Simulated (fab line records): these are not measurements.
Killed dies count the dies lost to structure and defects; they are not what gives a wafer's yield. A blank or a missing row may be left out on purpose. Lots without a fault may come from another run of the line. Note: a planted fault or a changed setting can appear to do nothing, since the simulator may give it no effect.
Shared-tool check || flow gf180mcu || Sample size 13 lots and 39 wafers

## REASON FOR OPENING
GF_VT_IMPLANT_TW_MEAS_43, reading VT_IMPLANT_4_TW: flagged on 3 of 13 lots. No-fault wafers: 695, standard deviation 6.2.
Rule: a lot is flagged when every wafer of it that has a number lies more than 4 standard deviations from that mean, or none has a number. All remaining lots are regarded as sound.

{"lot": "L621", "measured": "day 7 19:54", "on": "film metro-01", "VT_IMPLANT_4_TW, wafer by wafer": "692 687 686", "flag": ""}
{"lot": "L622", "measured": "day 8 02:55", "on": "film metro-04", "VT_IMPLANT_4_TW, wafer by wafer": "688 691 688", "flag": ""}
{"lot": "L624", "measured": "day 8 15:50", "on": "film metro-04", "VT_IMPLANT_4_TW, wafer by wafer": "30 30 30", "flag": "FLAGGED"}
{"lot": "L625", "measured": "day 8 22:04", "on": "film metro-03", "VT_IMPLANT_4_TW, wafer by wafer": "30 30 30", "flag": "FLAGGED"}
{"lot": "L626", "measured": "day 9 05:37", "on": "film metro-04", "VT_IMPLANT_4_TW, wafer by wafer": "30 30 30", "flag": "FLAGGED"}
{"lot": "L628", "measured": "day 9 18:46", "on": "film metro-03", "VT_IMPLANT_4_TW, wafer by wafer": "697 702 697", "flag": ""}
{"lot": "L629", "measured": "day 9 23:40", "on": "film metro-01", "VT_IMPLANT_4_TW, wafer by wafer": "688 687 692", "flag": ""}
{"lot": "L630", "measured": "day 10 09:43", "on": "film metro-04", "VT_IMPLANT_4_TW, wafer by wafer": "693 692 695", "flag": ""}
{"lot": "L636", "measured": "day 12 00:16", "on": "film metro-03", "VT_IMPLANT_4_TW, wafer by wafer": "704 706 707", "flag": ""}
{"lot": "L639", "measured": "day 12 19:58", "on": "film metro-01", "VT_IMPLANT_4_TW, wafer by wafer": "690 689 687", "flag": ""}
{"lot": "L641", "measured": "day 13 07:51", "on": "film metro-03", "VT_IMPLANT_4_TW, wafer by wafer": "700 702 703", "flag": ""}
{"lot": "L642", "measured": "day 13 19:38", "on": "film metro-04", "VT_IMPLANT_4_TW, wafer by wafer": "687 688 692", "flag": ""}
{"lot": "L643", "measured": "day 14 00:52", "on": "film metro-03", "VT_IMPLANT_4_TW, wafer by wafer": "701 703 696", "flag": ""}
The numbers of the flagged lots are 30 on average: -665 against the usual, or -99 or more standard deviations.

## WHICH TOOL RAN EACH LOT
The record keeps 1 process step preceding the reading, out of 602 steps on the route. Read each cell as the tool, then ch plus the chambers that the sampled wafers visited, then the start.
{"lot": "L621", "flag": "", "GF_VT_IMPLANT_DEVELOP_39": "litho track-02 ch 0, day 7 19:28"}
{"lot": "L622", "flag": "", "GF_VT_IMPLANT_DEVELOP_39": "litho track-01 ch 0, day 8 02:30"}
{"lot": "L624", "flag": "FLAGGED", "GF_VT_IMPLANT_DEVELOP_39": "litho track-01 ch 0, day 8 15:26"}
{"lot": "L625", "flag": "FLAGGED", "GF_VT_IMPLANT_DEVELOP_39": "litho track-01 ch 0, day 8 21:38"}
{"lot": "L626", "flag": "FLAGGED", "GF_VT_IMPLANT_DEVELOP_39": "litho track-01 ch 0, day 9 05:12"}
{"lot": "L628", "flag": "", "GF_VT_IMPLANT_DEVELOP_39": "litho track-02 ch 0, day 9 18:22"}
{"lot": "L629", "flag": "", "GF_VT_IMPLANT_DEVELOP_39": "litho track-04 ch 0, day 9 23:14"}
{"lot": "L630", "flag": "", "GF_VT_IMPLANT_DEVELOP_39": "litho track-02 ch 0, day 10 09:19"}
{"lot": "L636", "flag": "", "GF_VT_IMPLANT_DEVELOP_39": "litho track-04 ch 0, day 11 23:50"}
{"lot": "L639", "flag": "", "GF_VT_IMPLANT_DEVELOP_39": "litho track-01 ch 0, day 12 19:32"}
{"lot": "L641", "flag": "", "GF_VT_IMPLANT_DEVELOP_39": "litho track-02 ch 0, day 13 07:25"}
{"lot": "L642", "flag": "", "GF_VT_IMPLANT_DEVELOP_39": "litho track-01 ch 0, day 13 19:13"}
{"lot": "L643", "flag": "", "GF_VT_IMPLANT_DEVELOP_39": "litho track-04 ch 0, day 14 00:27"}
What these steps do:
- GF_VT_IMPLANT_DEVELOP_39: develop time 60 s.
- GF_VT_IMPLANT_TW_MEAS_43

## FLAGGED OVER TOTAL, TOOL BY TOOL (the gauges that took the reading come last)
{"step": "GF_VT_IMPLANT_DEVELOP_39", "tool": "litho track-01", "lots run": 6, "flagged": 3, "share of the flagged lots": "all", "sound lots run after its first flagged lot": "2 (L639,L642)"}
{"step": "GF_VT_IMPLANT_DEVELOP_39", "tool": "litho track-02", "lots run": 4, "flagged": 0, "share of the flagged lots": "none", "sound lots run after its first flagged lot": "-"}
{"step": "GF_VT_IMPLANT_DEVELOP_39", "tool": "litho track-04", "lots run": 3, "flagged": 0, "share of the flagged lots": "none", "sound lots run after its first flagged lot": "-"}
{"step": "GF_VT_IMPLANT_TW_MEAS_43", "tool": "film metro-01", "lots run": 3, "flagged": 0, "share of the flagged lots": "none", "sound lots run after its first flagged lot": "-"}
{"step": "GF_VT_IMPLANT_TW_MEAS_43", "tool": "film metro-03", "lots run": 5, "flagged": 1, "share of the flagged lots": "some", "sound lots run after its first flagged lot": "4 (L628,L636,L641,L643)"}
{"step": "GF_VT_IMPLANT_TW_MEAS_43", "tool": "film metro-04", "lots run": 5, "flagged": 2, "share of the flagged lots": "some", "sound lots run after its first flagged lot": "2 (L630,L642)"}

## THE TABLE: WHAT IT ALLOWS
In the table, 1 row covers all flagged lots: litho track-01 at GF_VT_IMPLANT_DEVELOP_39.
- litho track-01 at GF_VT_IMPLANT_DEVELOP_39: 3 of its 6 lots flagged. Lots that were sound ran on it after the first flagged one (L639, L642); a persistent fault on the entire tool would not allow that.
None of the table's rows ran every flagged lot and, after the first, no sound lot.

## WHAT THE SIMULATOR HAD INSERTED
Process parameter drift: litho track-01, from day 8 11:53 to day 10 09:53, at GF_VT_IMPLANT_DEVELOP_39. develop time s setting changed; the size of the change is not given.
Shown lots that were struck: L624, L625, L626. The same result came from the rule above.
